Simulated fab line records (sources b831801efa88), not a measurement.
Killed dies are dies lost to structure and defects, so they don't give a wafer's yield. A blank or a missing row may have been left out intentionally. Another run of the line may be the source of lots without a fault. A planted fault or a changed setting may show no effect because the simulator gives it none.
Which tool did it? || flow gf180mcu || 13 lots, 39 wafers sampled, at 5 steps of a route of 602

== WHAT THE GAUGES READ, wafer by wafer ==
GF_VT_IMPLANT_OVL_MEAS_18.
{"lot": "L844", "measured": "day 6 05:00", "on": "overlay-01", "VT_IMPLANT_01_OVL (nm)": "-0.1 0.4 -0.6"}
{"lot": "L846", "measured": "day 6 18:54", "on": "overlay-01", "VT_IMPLANT_01_OVL (nm)": "0.5 -0.6 -0.5"}
{"lot": "L848", "measured": "day 7 06:54", "on": "overlay-02", "VT_IMPLANT_01_OVL (nm)": "-2.9 0.2 -0.1"}
{"lot": "L849", "measured": "day 7 13:03", "on": "overlay-02", "VT_IMPLANT_01_OVL (nm)": "2.7 0.3 -2.0"}
{"lot": "L850", "measured": "day 7 19:37", "on": "overlay-02", "VT_IMPLANT_01_OVL (nm)": "2.2 0.3 0.7"}
{"lot": "L851", "measured": "day 8 04:57", "on": "overlay-02", "VT_IMPLANT_01_OVL (nm)": "-1.5 -0.5 -2.6"}
{"lot": "L852", "measured": "day 8 10:45", "on": "overlay-01", "VT_IMPLANT_01_OVL (nm)": "2.6 -0.6 0.4"}
{"lot": "L855", "measured": "day 9 02:34", "on": "overlay-02", "VT_IMPLANT_01_OVL (nm)": "1.1 0.7 0.7"}
{"lot": "L857", "measured": "day 9 18:15", "on": "overlay-02", "VT_IMPLANT_01_OVL (nm)": "1.4 2.6 1.9"}
{"lot": "L858", "measured": "day 9 23:30", "on": "overlay-02", "VT_IMPLANT_01_OVL (nm)": "1.9 1.0 0.2"}
{"lot": "L860", "measured": "day 10 11:40", "on": "overlay-01", "VT_IMPLANT_01_OVL (nm)": "-0.5 -0.9 0.7"}
{"lot": "L861", "measured": "day 10 17:24", "on": "overlay-02", "VT_IMPLANT_01_OVL (nm)": "-1.6 -0.4 -0.4"}
{"lot": "L862", "measured": "day 11 04:33", "on": "overlay-01", "VT_IMPLANT_01_OVL (nm)": "1.3 0.7 1.3"}

GF_POLY_GATE_THK_MEAS_01.
{"lot": "L844", "measured": "day 8 10:55", "on": "filmMetro-03", "POLY_GATE_CVD_00_THK (nm)": "201.2 200.5 199.9"}
{"lot": "L846", "measured": "day 9 03:35", "on": "filmMetro-01", "POLY_GATE_CVD_00_THK (nm)": "200.4 201.1 199.3"}
{"lot": "L848", "measured": "day 9 14:19", "on": "filmMetro-03", "POLY_GATE_CVD_00_THK (nm)": "198.8 197.4 199.4"}
{"lot": "L849", "measured": "day 9 18:22", "on": "filmMetro-01", "POLY_GATE_CVD_00_THK (nm)": "199.0 201.0 201.0"}
{"lot": "L850", "measured": "day 10 05:17", "on": "filmMetro-03", "POLY_GATE_CVD_00_THK (nm)": "199.0 199.3 200.5"}
{"lot": "L851", "measured": "day 10 13:53", "on": "filmMetro-01", "POLY_GATE_CVD_00_THK (nm)": "197.3 197.7 195.6"}
{"lot": "L852", "measured": "day 10 20:25", "on": "filmMetro-03", "POLY_GATE_CVD_00_THK (nm)": "197.3 198.9 199.3"}
{"lot": "L855", "measured": "day 11 14:25", "on": "filmMetro-04", "POLY_GATE_CVD_00_THK (nm)": "201.2 201.6 200.8"}
{"lot": "L857", "measured": "day 12 07:36", "on": "filmMetro-04", "POLY_GATE_CVD_00_THK (nm)": "200.4 200.4 200.8"}
{"lot": "L858", "measured": "day 12 14:22", "on": "filmMetro-01", "POLY_GATE_CVD_00_THK (nm)": "200.6 199.2 199.6"}
{"lot": "L860", "measured": "day 13 03:04", "on": "filmMetro-04", "POLY_GATE_CVD_00_THK (nm)": "240.2 238.5 234.1"}
{"lot": "L861", "measured": "day 13 10:58", "on": "filmMetro-03", "POLY_GATE_CVD_00_THK (nm)": "233.1 237.0 240.0"}
{"lot": "L862", "measured": "day 14 00:32", "on": "filmMetro-01", "POLY_GATE_CVD_00_THK (nm)": "203.1 209.7 220.3"}

GF_HV_LDD_OVL_MEAS_08.
{"lot": "L844", "measured": "day 9 22:16", "on": "overlay-01", "HV_LDD_OVL (nm)": "-1.4 1.7 -1.4"}
{"lot": "L846", "measured": "day 10 17:13", "on": "overlay-01", "HV_LDD_OVL (nm)": "-3.1 -2.4 -3.4"}
{"lot": "L848", "measured": "day 11 04:53", "on": "overlay-01", "HV_LDD_OVL (nm)": "0.5 -1.7 -0.3"}
{"lot": "L849", "measured": "day 11 07:52", "on": "overlay-01", "HV_LDD_OVL (nm)": "-2.4 -1.0 -1.9"}
{"lot": "L850", "measured": "day 11 21:49", "on": "overlay-02", "HV_LDD_OVL (nm)": "0.3 -0.5 0.2"}
{"lot": "L851", "measured": "day 12 04:13", "on": "overlay-02", "HV_LDD_OVL (nm)": "-0.8 0.1 1.2"}
{"lot": "L852", "measured": "day 12 11:58", "on": "overlay-01", "HV_LDD_OVL (nm)": "0.2 0.5 -0.8"}
{"lot": "L855", "measured": "day 13 08:04", "on": "overlay-01", "HV_LDD_OVL (nm)": "-0.3 -0.2 -1.9"}
{"lot": "L857", "measured": "day 14 04:05", "on": "overlay-02", "HV_LDD_OVL (nm)": "-0.8 -1.9 -0.4"}
{"lot": "L858", "measured": "day 14 09:38", "on": "overlay-02", "HV_LDD_OVL (nm)": "-1.5 -3.1 -1.1"}
{"lot": "L860", "measured": "day 14 21:35", "on": "overlay-02", "HV_LDD_OVL (nm)": "-0.3 0.2 -2.2"}
{"lot": "L861", "measured": "day 15 05:49", "on": "overlay-02", "HV_LDD_OVL (nm)": "-0.7 0.6 -1.8"}
{"lot": "L862", "measured": "day 15 20:13", "on": "overlay-01", "HV_LDD_OVL (nm)": "0.5 1.1 -1.2"}

== TOOL THAT RAN EACH LOT (tool first, then ch and the chambers of the sampled wafers, then the start) ==
{"lot": "L844", "GF_VT_IMPLANT_RTA_45": "rtpAnneal-02 ch 0, day 7 12:18", "GF_POLY_GATE_CVD_00": "lpcvd-02 ch 0, day 8 09:34"}
{"lot": "L846", "GF_VT_IMPLANT_RTA_45": "rtpAnneal-01 ch 0, day 8 03:37", "GF_POLY_GATE_CVD_00": "lpcvd-01 ch 0, day 9 02:15"}
{"lot": "L848", "GF_VT_IMPLANT_RTA_45": "rtpAnneal-02 ch 0, day 8 14:41", "GF_POLY_GATE_CVD_00": "lpcvd-02 ch 1, day 9 12:59"}
{"lot": "L849", "GF_VT_IMPLANT_RTA_45": "rtpAnneal-01 ch 0, day 8 20:57", "GF_POLY_GATE_CVD_00": "lpcvd-01 ch 0, day 9 17:01"}
{"lot": "L850", "GF_VT_IMPLANT_RTA_45": "rtpAnneal-01 ch 0, day 9 04:52", "GF_POLY_GATE_CVD_00": "lpcvd-02 ch 0, day 10 03:17"}
{"lot": "L851", "GF_VT_IMPLANT_RTA_45": "rtpAnneal-02 ch 0, day 9 14:38", "GF_POLY_GATE_CVD_00": "lpcvd-01 ch 1, day 10 12:34"}
{"lot": "L852", "GF_VT_IMPLANT_RTA_45": "rtpAnneal-02 ch 0, day 9 21:01", "GF_POLY_GATE_CVD_00": "lpcvd-01 ch 1, day 10 19:04"}
{"lot": "L855", "GF_VT_IMPLANT_RTA_45": "rtpAnneal-01 ch 0, day 10 14:20", "GF_POLY_GATE_CVD_00": "lpcvd-01 ch 1, day 11 13:05"}
{"lot": "L857", "GF_VT_IMPLANT_RTA_45": "rtpAnneal-02 ch 0, day 11 07:03", "GF_POLY_GATE_CVD_00": "lpcvd-01 ch 1, day 12 06:15"}
{"lot": "L858", "GF_VT_IMPLANT_RTA_45": "rtpAnneal-01 ch 0, day 11 13:01", "GF_POLY_GATE_CVD_00": "lpcvd-02 ch 0, day 12 12:21"}
{"lot": "L860", "GF_VT_IMPLANT_RTA_45": "rtpAnneal-01 ch 0, day 12 01:41", "GF_POLY_GATE_CVD_00": "lpcvd-02 ch 0, day 13 01:43"}
{"lot": "L861", "GF_VT_IMPLANT_RTA_45": "rtpAnneal-02 ch 0, day 12 06:53", "GF_POLY_GATE_CVD_00": "lpcvd-02 ch 0, day 13 09:38"}
{"lot": "L862", "GF_VT_IMPLANT_RTA_45": "rtpAnneal-01 ch 0, day 12 20:11", "GF_POLY_GATE_CVD_00": "lpcvd-02 ch 0, day 13 23:12"}
- GF_VT_IMPLANT_RTA_45: time 30 s.
- GF_POLY_GATE_CVD_00: deposits poly-Si, target thk 200 nm, time 1200 s.

== WHAT THE TOOLS THEMSELVES READ (means of the sampled wafers that have a number; where no wafer has one, the mark that the record gives instead) ==
GF_VT_IMPLANT_RTA_45.
{"lot": "L844", "tool": "rtpAnneal-02", "lampPowerPct (%)": 33.8, "wafer_temp_C_max": 1056.2}
{"lot": "L846", "tool": "rtpAnneal-01", "lampPowerPct (%)": 31.3, "wafer_temp_C_max": 1056.3}
{"lot": "L848", "tool": "rtpAnneal-02", "lampPowerPct (%)": 33.8, "wafer_temp_C_max": 1055.0}
{"lot": "L849", "tool": "rtpAnneal-01", "lampPowerPct (%)": 31.3, "wafer_temp_C_max": 1054.9}
{"lot": "L850", "tool": "rtpAnneal-01", "lampPowerPct (%)": 31.3, "wafer_temp_C_max": 1055.3}
{"lot": "L851", "tool": "rtpAnneal-02", "lampPowerPct (%)": 33.8, "wafer_temp_C_max": 1055.5}
{"lot": "L852", "tool": "rtpAnneal-02", "lampPowerPct (%)": 33.8, "wafer_temp_C_max": 1055.0}
{"lot": "L855", "tool": "rtpAnneal-01", "lampPowerPct (%)": 31.2, "wafer_temp_C_max": 1055.5}
{"lot": "L857", "tool": "rtpAnneal-02", "lampPowerPct (%)": 33.8, "wafer_temp_C_max": 1054.8}
{"lot": "L858", "tool": "rtpAnneal-01", "lampPowerPct (%)": 31.3, "wafer_temp_C_max": 1055.4}
{"lot": "L860", "tool": "rtpAnneal-01", "lampPowerPct (%)": 31.2, "wafer_temp_C_max": 1054.2}
{"lot": "L861", "tool": "rtpAnneal-02", "lampPowerPct (%)": 33.8, "wafer_temp_C_max": 1053.9}
{"lot": "L862", "tool": "rtpAnneal-01", "lampPowerPct (%)": 31.3, "wafer_temp_C_max": 1054.9}

GF_POLY_GATE_CVD_00.
{"lot": "L844", "tool": "lpcvd-02", "pressureMtorr (mTorr)": 200.1, "spikeTcCentreC (C)": 621.0, "spikeTcUpperC (C)": 620.9, "zonePowerBottomPct (%)": 14.0, "zonePowerCentrePct (%)": 8.6, "zonePowerLowerPct (%)": 8.8}
{"lot": "L846", "tool": "lpcvd-01", "pressureMtorr (mTorr)": 200.5, "spikeTcCentreC (C)": 621.8, "spikeTcUpperC (C)": 620.3, "zonePowerBottomPct (%)": 15.1, "zonePowerCentrePct (%)": 9.7, "zonePowerLowerPct (%)": 8.9}
{"lot": "L848", "tool": "lpcvd-02", "pressureMtorr (mTorr)": 199.7, "spikeTcCentreC (C)": 620.6, "spikeTcUpperC (C)": 619.9, "zonePowerBottomPct (%)": 13.5, "zonePowerCentrePct (%)": 11.0, "zonePowerLowerPct (%)": 9.6}
{"lot": "L849", "tool": "lpcvd-01", "pressureMtorr (mTorr)": 199.7, "spikeTcCentreC (C)": 621.1, "spikeTcUpperC (C)": 620.5, "zonePowerBottomPct (%)": 15.1, "zonePowerCentrePct (%)": 9.7, "zonePowerLowerPct (%)": 9.0}
{"lot": "L850", "tool": "lpcvd-02", "pressureMtorr (mTorr)": 200.5, "spikeTcCentreC (C)": 621.2, "spikeTcUpperC (C)": 619.5, "zonePowerBottomPct (%)": 14.1, "zonePowerCentrePct (%)": 8.8, "zonePowerLowerPct (%)": 8.7}
{"lot": "L851", "tool": "lpcvd-01", "pressureMtorr (mTorr)": 200.1, "spikeTcCentreC (C)": 619.6, "spikeTcUpperC (C)": 620.5, "zonePowerBottomPct (%)": 13.1, "zonePowerCentrePct (%)": 7.7, "zonePowerLowerPct (%)": 9.0}
{"lot": "L852", "tool": "lpcvd-01", "pressureMtorr (mTorr)": 200.2, "spikeTcCentreC (C)": 619.9, "spikeTcUpperC (C)": 620.4, "zonePowerBottomPct (%)": 13.0, "zonePowerCentrePct (%)": 7.7, "zonePowerLowerPct (%)": 8.8}
{"lot": "L855", "tool": "lpcvd-01", "pressureMtorr (mTorr)": 200.2, "spikeTcCentreC (C)": 620.6, "spikeTcUpperC (C)": 619.0, "zonePowerBottomPct (%)": 12.9, "zonePowerCentrePct (%)": 7.7, "zonePowerLowerPct (%)": 9.0}
{"lot": "L857", "tool": "lpcvd-01", "pressureMtorr (mTorr)": 199.6, "spikeTcCentreC (C)": 619.6, "spikeTcUpperC (C)": 620.5, "zonePowerBottomPct (%)": 13.1, "zonePowerCentrePct (%)": 7.6, "zonePowerLowerPct (%)": 8.8}
{"lot": "L858", "tool": "lpcvd-02", "pressureMtorr (mTorr)": 199.6, "spikeTcCentreC (C)": 620.1, "spikeTcUpperC (C)": 618.8, "zonePowerBottomPct (%)": 14.1, "zonePowerCentrePct (%)": 8.7, "zonePowerLowerPct (%)": 8.7}
{"lot": "L860", "tool": "lpcvd-02", "pressureMtorr (mTorr)": 199.8, "spikeTcCentreC (C)": 639.7, "spikeTcUpperC (C)": 616.7, "zonePowerBottomPct (%)": 14.3, "zonePowerCentrePct (%)": 11.7, "zonePowerLowerPct (%)": 7.1}
{"lot": "L861", "tool": "lpcvd-02", "pressureMtorr (mTorr)": 200.0, "spikeTcCentreC (C)": 638.6, "spikeTcUpperC (C)": 617.1, "zonePowerBottomPct (%)": 14.2, "zonePowerCentrePct (%)": 11.7, "zonePowerLowerPct (%)": 7.2}
{"lot": "L862", "tool": "lpcvd-02", "pressureMtorr (mTorr)": 199.8, "spikeTcCentreC (C)": 639.8, "spikeTcUpperC (C)": 617.1, "zonePowerBottomPct (%)": 14.3, "zonePowerCentrePct (%)": 11.7, "zonePowerLowerPct (%)": 7.1}

== THE ANSWER, worked out from the rows above alone ==
Rule: the lots themselves supply what counts as usual. Put in order of their means at a reading, lots are off if they are a third of the lots or fewer, leave a main group of 4 or more, and stand apart from it by a gap of 3 or more times the standard deviation of the main group's means; of several such gaps the widest counts. The tables above print the reading to a certain number of digits; a main group whose means all agree to those digits is not used. Also off: a lot with no number at a reading for which 4 or more lots have one. The other lots that the step has rows for count as sound. Order of review: gauges by route order, followed by the tools' own readings, for which a lot's mean as printed above is used. At the first step where some lot is off, the reading lying furthest off is the one used; lots without a number count as furthest.
Off: L860, L861, L862, seen at GF_POLY_GATE_THK_MEAS_01 (POLY_GATE_CVD_00_THK). The main group: mean 199.6 nm, standard deviation 1.2.
A tool fits if, at a process step before that reading, it ran every lot that is off, and no sound lot after the first of them. The gauges at GF_POLY_GATE_THK_MEAS_01 aren't tried: what is off there is off at GF_POLY_GATE_CVD_00 too, on other tools, and a gauge's error can't cause that. One candidate fits, namely lpcvd-02 at GF_POLY_GATE_CVD_00. Its last sound lot is L858 (day 12 12:21), its first lot that is off L860 (day 13 01:43): a fault that began between those two fits.
The tool's own readings at GF_POLY_GATE_CVD_00 bear it out: on the lots that are off they differ by more than 5 times the standard deviation of the sound lots' means. spikeTcCentreC reads 639.4 C there against 620.5 C on the sound lots; zonePowerLowerPct reads 7.1 % there against 8.9 % on the sound lots.

== WHAT THE SIMULATOR HAD PUT IN ==
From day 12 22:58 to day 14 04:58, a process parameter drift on lpcvd-02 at GF_POLY_GATE_CVD_00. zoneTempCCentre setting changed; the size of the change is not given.
Lots struck among those shown: L860, L861, L862. The rule above reached the same finding.
